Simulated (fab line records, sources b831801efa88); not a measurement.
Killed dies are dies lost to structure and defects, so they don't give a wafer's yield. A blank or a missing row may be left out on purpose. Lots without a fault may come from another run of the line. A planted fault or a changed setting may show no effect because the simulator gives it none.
fab line records | flow sky130
record lots=9 wafers=27 last_day=51
route steps=708 shown METAL3@569 CAP2M@604 VIA4@657 METAL5@677
lots that met no fault: from a run of the same line without faults
start_h: hours from the record's first day to the start of the lot's first wafer shown | wait_h: hours since the lot's step before | " the same as in the row above | L1.1+2: a row that stands for several wafers | - no value, or no start given | * or withheld: withheld | < > ~ a bound
route shown NAME@n: a module of which the file shows steps, and the number in the route of the first | usual: mean/standard deviation of fault-free wafers | same: alike in all rows | chamber/n: place in a boat | sites: the reading at each site | _std_site: their standard deviation | _edge_site: outer sites' mean less inner sites' | radius_mm: how far each site lies from the wafer's centre | mask NAME#n: copy n | behind: the tool/chamber that last shaped the wafer | hold: why the lot was held/for how many hours/how that ended | device: the transistor (n, p or np) that didn't switch | end of line: the same wafers' tests at the end of the route | a step without rows: its recipe alone | killed: dies lost to structure and defects at the first sort, not the wafer's yield | map: a wafer's dies, x killed, . not, _ none there
set.NAME: the setting as run; set.NAME@STEP: as run at that earlier step | model.NAME: the simulator's own value behind a step, which no gauge read
steps of the route over a sample of lots; a table a step, a row a wafer
services: from which hour (start_h, from the record's first day; less than 0 if before it) a tool's chamber was out of use, for how many hours, and why
## steps
# step SKY_METAL3_STRIP_19
# recipe chemistry=O2/N2 power_w=1400 pressure_mtorr=1500 platen_temp_c=withheld o2_flow_sccm=3000 n2_flow_sccm=300 overash_fraction=0.5
# usual drypump_motor_current_A=5.7/0.51 n2_flow_sccm=300.0/0.87 oes_product_au=0.508/0.0052 strip_time_to_endpoint_s=6.65/0.086
# same overash_fraction=0.5
# columns lot.wafer tool chamber start_h wait_h drypump_motor_current_A n2_flow_sccm oes_product_au rf_hours_counter_h strip_time_to_endpoint_s
L710.1 plasma_asher-02 0 938.66 0.1 5.4 300.6 0.500 111 6.68
L710.4 " 1 " " 5.2 300.0 0.508 - 6.72
L710.6 " 0 " " 5.5 300.0 0.508 - 6.71
L711.1 plasma_asher-04 1 952.51 0.1 6.1 300.1 0.502 20 6.54
L711.3 " 1 " " 6.1 298.4 0.505 - 6.63
L711.5 " 1 " " 6.1 299.8 0.504 - 6.63
L712.1 plasma_asher-02 0 954.53 0.1 5.5 299.2 0.509 113 6.58
L712.4 " 1 " " 5.1 299.3 0.503 - 6.58
L712.6 " 0 " " 5.5 298.4 0.510 - 6.58
L713.2 plasma_asher-04 1 954.91 0.1 6.1 300.5 0.503 20 6.61
L713.4 " 1 " " 6.1 299.1 0.500 - 6.57
L713.6 " 1 " " 6.1 299.1 0.506 - 6.62
L715.1 plasma_asher-04 0 972.53 0.1 6.4 299.8 0.512 22 6.69
L715.2 " 1 " " 6.1 298.1 0.507 22 6.69
L715.3 " 0 " " 6.4 299.2 0.507 - 6.71
L718.2 plasma_asher-02 0 993.08 0.1 5.5 300.8 0.500 117 6.51
L718.3 " 0 " " 5.5 300.0 0.510 - 6.58
L718.6 " 0 " " 5.4 300.6 0.502 - 6.56
L728.4 plasma_asher-04 0 1057.31 0.1 6.4 299.9 0.508 - 6.66
L728.5 " 1 " " 6.1 299.8 0.511 - 6.58
L728.6 " 0 " " 6.4 299.9 0.510 - 6.66
L730.1 plasma_asher-04 1 1062.61 0.1 6.1 299.3 0.504 30 6.61
L730.5 " 0 " " 6.4 299.8 0.506 - 6.67
L730.6 " 1 " " 6.1 300.1 0.504 - 6.57
L731.1 plasma_asher-02 0 1070.01 0.1 5.5 299.9 0.511 0 6.69
L731.3 " 1 " " 5.2 300.8 0.504 - 6.70
L731.4 " 0 " " 5.5 300.2 0.514 - 6.72
# step SKY_CAP2M_THK_MEAS_01
# recipe reads=SiO2_of_CAP2M_CVD_00
# usual CAP2M_CVD_00_THK=15.45/0.3
# columns lot.wafer tool chamber start_h wait_h CAP2M_CVD_00_THK[nm]
L710.1 film_metro-04 - 966.88 - 14.80
L710.4 " - " " 15.32
L710.6 " - " " 15.30
L711.1 film_metro-02 - 980.27 - 15.43
L711.3 " - " " 15.37
L711.5 " - " " 15.86
L712.1 film_metro-03 - 982.14 - 15.24
L712.4 " - " " 15.91
L712.6 " - " " 15.73
L713.2 film_metro-03 - 982.78 - 15.18
L713.4 " - " " 15.44
L713.6 " - " " 15.65
L715.1 film_metro-04 - 999.82 - 15.08
L715.2 " - " " 15.07
L715.3 " - " " 15.27
L718.2 film_metro-03 - 1020.20 - 15.61
L718.3 " - " " 15.92
L718.6 " - " " 15.63
L728.4 film_metro-04 - 1082.35 - 15.18
L728.5 " - " " 15.77
L728.6 " - " " 15.40
L730.1 film_metro-04 - 1086.65 - 15.88
L730.5 " - " " 16.03
L730.6 " - " " 15.90
L731.1 film_metro-03 - 1094.37 - 15.09
L731.3 " - " " 15.54
L731.4 " - " " 15.74
# step SKY_VIA4_CVD_18
# recipe material=W target_thk_nm=505 time_s=152.14 temp_c=400 pressure_torr=40
# usual heater_power_w=856/73
# columns lot.wafer tool chamber start_h wait_h heater_power_w
L710.1 cvd_w-02 1 1042.36 0.0 916
L710.4 " 1 " " 926
L710.6 " 0 " " 909
L711.1 cvd_w-02 0 1055.00 0.0 918
L711.3 " 0 " " 913
L711.5 " 0 " " 931
L712.1 cvd_w-01 0 1055.90 0.0 783
L712.4 " 0 " " 780
L712.6 " 0 " " 802
L713.2 cvd_w-02 0 1056.56 0.0 908
L713.4 " 1 " " 915
L713.6 " 1 " " 915
L715.1 cvd_w-01 1 1071.31 0.0 752
L715.2 " 0 " " 782
L715.3 " 0 " " 783
L718.2 cvd_w-01 1 1089.39 0.0 750
L718.3 " 0 " " 766
L718.6 " 1 " " 759
L728.4 cvd_w-02 1 1147.22 0.1 916
L728.5 " 1 " " 906
L728.6 " 0 " " 895
L730.1 cvd_w-02 1 1150.47 0.0 910
L730.5 " 0 " " 936
L730.6 " 1 " " 924
L731.1 cvd_w-02 0 1158.72 0.0 907
L731.3 " 0 " " 902
L731.4 " 1 " " 938
# step SKY_VIA4_RS_MEAS_19
# recipe thk_meas_gauge=four-point-probe reads=W_of_VIA4_CVD_18+TiN_of_VIA4_SPUTTER_17
# usual VIA4_W_RS=0.2270/0.0021
# columns lot.wafer tool chamber start_h wait_h hold VIA4_W_RS[ohm/sq]
L710.1 film_metro-03 - 1042.51 0.1 - 0.2246
L710.4 " - " " - 0.2238
L710.6 " - " " - 0.2226
L711.1 film_metro-04 - 1055.15 0.1 - 0.2250
L711.3 " - " " - 0.2278
L711.5 " - " " - 0.2262
L712.1 film_metro-01 - 1056.05 0.1 - 0.2276
L712.4 " - " " - 0.2244
L712.6 " - " " - 0.2287
L713.2 film_metro-04 - 1056.74 0.1 - 0.2222
L713.4 " - " " - 0.2234
L713.6 " - " " - 0.2216
L715.1 film_metro-03 - 1071.46 0.1 - 0.2278
L715.2 " - " " - 0.2258
L715.3 " - " " - 0.2271
L718.2 film_metro-03 - 1089.56 0.1 await_dispo/0.2h/release 0.3273
L718.3 " - " " await_dispo/0.2h/release 0.2305
L718.6 " - " " await_dispo/0.2h/release 0.2283
L718.2 film_metro-03 - 1089.85 0.3 - 0.3271
L718.3 " - " " - 0.2304
L718.6 " - " " - 0.2284
L728.4 film_metro-03 - 1147.38 0.1 - 0.2289
L728.5 " - " " - 0.2281
L728.6 " - " " - 0.2290
L730.1 film_metro-04 - 1150.63 0.1 - 0.2295
L730.5 " - " " - 0.2293
L730.6 " - " " - 0.2266
L731.1 film_metro-03 - 1158.87 0.1 - 0.2265
L731.3 " - " " - 0.2270
L731.4 " - " " - 0.2270
# step SKY_VIA4_THK_MEAS_20
# recipe thk_meas_gauge=xrf reads=W_of_VIA4_CVD_18
# usual VIA4_W_THK=502/7.7
# columns lot.wafer tool chamber start_h wait_h hold VIA4_W_THK[nm]
L710.1 film_metro-03 - 1042.63 0.1 - 510
L710.4 " - " " - 512
L710.6 " - " " - 516
L711.1 film_metro-04 - 1055.27 0.1 - 499
L711.3 " - " " - 491
L711.5 " - " " - 493
L712.1 film_metro-01 - 1056.17 0.1 - 491
L712.4 " - " " - 497
L712.6 " - " " - 491
L713.2 film_metro-04 - 1056.85 0.1 - 505
L713.4 " - " " - 501
L713.6 " - " " - 505
L715.1 film_metro-03 - 1071.58 0.1 - 504
L715.2 " - " " - 512
L715.3 " - " " - 508
L718.2 film_metro-03 - 1093.85 4.0 await_dispo/0.2h/release 352
L718.3 " - " " await_dispo/0.2h/release 499
L718.6 " - " " await_dispo/0.2h/release 507
L718.2 film_metro-03 - 1094.07 0.2 - 351
L718.3 " - " " - 495
L718.6 " - " " - 504
L728.4 film_metro-03 - 1147.47 0.1 - 503
L728.5 " - " " - 504
L728.6 " - " " - 499
L730.1 film_metro-04 - 1150.75 0.1 - 500
L730.5 " - " " - 497
L730.6 " - " " - 507
L731.1 film_metro-03 - 1158.99 0.1 - 509
L731.3 " - " " - 507
L731.4 " - " " - 506
# step SKY_VIA4_CMP_21
# recipe stop_on=SiO2 t_overpolish_s=25 down_force_psi=3.5 platen_rpm=60 target_thk_nm=0 pad_velocity_m_s=0.94248
# usual motor_current_A=10.9/0.84 time_to_endpoint_s=120/3.5
# columns lot.wafer tool chamber start_h wait_h hold motor_current_A time_to_endpoint_s
L710.1 cmp-01 0 1042.69 0.1 - 11.2 120
L710.4 " 3 " " - 12.6 119
L710.6 " 0 " " - 10.9 121
L711.3 cmp-02 0 1055.33 0.0 - 12.8 118
L711.1 " 2 " " - 10.3 122
L711.5 " 1 " " - 11.0 124
L712.4 cmp-02 0 1056.23 0.0 - 12.8 116
L712.1 " 2 " " - 10.2 119
L712.6 " 0 " " - 12.2 116
L713.2 cmp-02 1 1056.95 0.1 - 10.8 122
L713.4 " 3 " " - 10.0 121
L713.6 " 1 " " - 10.1 125
L715.3 cmp-01 0 1071.64 0.0 - 10.5 120
L715.1 " 1 " " - 11.4 116
L715.2 " 2 " " - 9.9 123
L718.3 cmp-02 0 1098.55 4.5 await_dispo/3.8h/release 12.3 116
L718.2 " 1 " " await_dispo/3.8h/release 10.6 86
L718.6 " 2 " " await_dispo/3.8h/release 9.8 122
L728.4 cmp-02 2 1147.60 0.1 - 9.6 124
L728.5 " 0 " " - 11.6 115
L728.6 " 1 " " - 10.4 128
L730.1 cmp-01 3 1150.81 0.1 - 12.0 122
L730.5 " 3 " " - 11.4 121
L730.6 " 0 " " - 10.8 128
L731.3 cmp-01 0 1159.05 0.0 - 10.8 127
L731.4 " 1 " " - 10.0 122
L731.1 " 2 " " - 11.0 125
# step SKY_METAL5_STRIP_16
# recipe chemistry=O2/N2 power_w=1400 pressure_mtorr=1500 platen_temp_c=withheld o2_flow_sccm=3000 n2_flow_sccm=300 overash_fraction=0.5
# usual drypump_motor_current_A=5.5/0.39 n2_flow_sccm=300.0/0.91 oes_product_au=0.710/0.0044 strip_time_to_endpoint_s=13.16/0.16
# same overash_fraction=0.5
# columns lot.wafer tool chamber start_h wait_h drypump_motor_current_A n2_flow_sccm oes_product_au rf_hours_counter_h strip_time_to_endpoint_s
L710.1 plasma_asher-02 0 1065.86 0.2 5.4 298.3 0.710 0 12.78
L710.4 " 1 " " 5.2 298.9 0.715 - 13.00
L710.6 " 1 " " 5.1 300.6 0.699 - 13.06
L711.1 plasma_asher-01 1 1077.81 0.2 5.8 300.5 0.702 97 13.34
L711.3 " 0 " " 5.0 299.6 0.704 - 13.24
L711.5 " 0 " " 5.0 299.6 0.710 - 13.29
L712.1 plasma_asher-03 1 1078.83 0.2 6.2 298.9 0.714 62 13.29
L712.4 " 1 " " 6.1 297.8 0.705 - 13.37
L712.6 " 0 " " 5.4 299.9 0.712 - 13.31
L713.2 plasma_asher-01 1 1079.55 0.2 5.9 299.4 0.699 97 12.79
L713.4 " 1 " " 5.9 299.9 0.714 - 13.20
L713.6 " 1 " " 5.8 300.3 0.714 - 13.18
L715.1 plasma_asher-03 0 1093.78 0.2 5.4 300.7 0.710 64 13.06
L715.2 " 1 " " 6.1 300.5 0.710 64 13.25
L715.3 " 0 " " 5.4 301.5 0.716 - 13.23
L718.2 plasma_asher-02 0 1111.26 0.2 5.5 302.0 0.708 4 13.01
L718.3 " 1 " " 5.2 301.0 0.717 - 12.88
L718.6 " 0 " " 5.5 300.0 0.712 - 13.16
L728.4 plasma_asher-01 1 1166.70 0.1 5.9 299.1 0.707 - 13.24
L728.5 " 0 " " 5.0 299.1 0.711 - 13.24
L728.6 " 1 " " 5.8 300.2 0.710 - 13.14
L730.1 plasma_asher-01 1 1170.40 0.2 5.8 299.6 0.704 106 12.96
L730.5 " 1 " " 5.9 299.8 0.704 - 13.15
L730.6 " 0 " " 5.0 299.8 0.706 - 12.95
L731.1 plasma_asher-02 0 1177.54 0.2 5.4 299.6 0.712 11 13.16
L731.3 " 1 " " 5.2 300.8 0.703 - 13.18
L731.4 " 0 " " 5.4 299.2 0.707 - 13.38
## services
# columns tool chamber start_h hours kind
cmp-01 - 916.07 5.4 pm
cmp-02 - 922.56 6.5 repair
cmp-01 - 967.33 6.7 repair
cvd_w-01 - 967.39 6.9 pm
cmp-02 - 982.08 4.1 repair
cmp-02 - 1002.20 1.0 repair
cvd_w-02 - 1009.64 6.0 pm
cmp-02 - 1036.19 1.2 repair
plasma_asher-02 - 1055.25 9.0 pm
plasma_asher-02 0 1055.25 9.0 vent_cycle
plasma_asher-02 1 1055.25 9.0 vent_cycle
cmp-01 - 1061.00 2.9 repair
cmp-01 - 1062.38 2.5 repair
cvd_w-01 - 1079.09 6.0 pm
plasma_asher-02 - 1080.83 0.9 repair
cmp-02 - 1085.88 0.2 repair
cmp-01 - 1089.50 4.0 pm
cmp-01 - 1107.98 2.6 repair
cvd_w-01 - 1111.09 3.8 pm
plasma_asher-01 - 1122.75 2.4 repair
plasma_asher-04 - 1130.26 2.5 repair
plasma_asher-03 - 1158.00 0.7 repair
plasma_asher-03 - 1164.71 14.6 pm
cvd_w-02 - 1176.93 2.8 pm
## key
first_sign step=SKY_VIA4_RS_MEAS_19 reading=visit direction=added
effect step=SKY_VIA4_RS_MEAS_19 reading=VIA4_W_RS direction=up sigmas=48 usual=0.2270 struck=0.3273
effect step=SKY_VIA4_THK_MEAS_20 reading=visit direction=added
effect step=SKY_VIA4_THK_MEAS_20 reading=VIA4_W_THK direction=down sigmas=20 usual=502 struck=352
effect step=SKY_VIA4_CMP_21 reading=time_to_endpoint_s direction=down sigmas=9.9 usual=* struck=*
met_at SKY_VIA4_CVD_18
struck_lots L718
struck_wafers L718.2
not_acting_at SKY_METAL3_STRIP_19,SKY_CAP2M_THK_MEAS_01,SKY_METAL5_STRIP_16
onset_between 1071.31 1089.39
fault kind=process_parameter_drift tool=cvd_w-01 chamber=- onset_h=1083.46 steps=SKY_VIA4_CVD_18 channel=target_thk_nm offset=-149.16 shape=step end_h=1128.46 scope=struck_wafers_only acts_in=these_recipes_only stated=505
